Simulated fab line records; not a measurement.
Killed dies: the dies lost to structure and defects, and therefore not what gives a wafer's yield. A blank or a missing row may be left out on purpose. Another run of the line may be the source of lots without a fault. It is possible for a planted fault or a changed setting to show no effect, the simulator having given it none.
Chamber matching ; flow sky130 ; SKY_LI_CONTACT_ETCH_15 on rie-diel-03: 4 sister chambers
The step etches PSG in C4F8/O2/Ar, stops on Si, target depth 600 nm. 4 wafers are shown with their chamber, then 7 later ones without.

## EACH WAFER AND ITS CHAMBER
wafer;chamber;oes-product-au (a.u.)
L636.6;0;0.843
L646.1;1;0.842
L650.3;2;0.842
L650.5;3;0.834

## WAFERS WHOSE CHAMBER IS MISSING
wafer;oes-product-au (a.u.)
L650.6;0.832
L653.3;0.842
L653.4;0.829
L653.5;0.835
L654.1;0.840
L654.2;0.833
L654.5;0.829

## CHAMBER TAKEN BY EACH
wafer;from the rows above;in truth
L650.6;3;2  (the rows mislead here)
L653.3;can't be placed: 1 or 2 or 0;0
L653.4;3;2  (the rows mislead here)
L653.5;3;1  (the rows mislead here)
L654.1;can't be placed: 1 or 2 or 0 or 3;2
L654.2;3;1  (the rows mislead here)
L654.5;3;3
1 of 7 placed correctly. These rows do not allow placing 2 (true chamber among the candidates in 2). Number placed wrongly: 4.
How it was worked out, from the rows above alone: a wafer's distance from a chamber is the root of the sum, over the readings, of the square of ((its reading less the chamber's mean) divided by the reading's scatter). The wafer belongs to the nearest chamber; if the next one is less than 2 further off, it can't be placed. For every chamber, the mean is computed from those of its wafers that are shown. The scatter: root of mean squared gap, hidden wafer to nearest shown wafer, with one shown wafer a chamber.
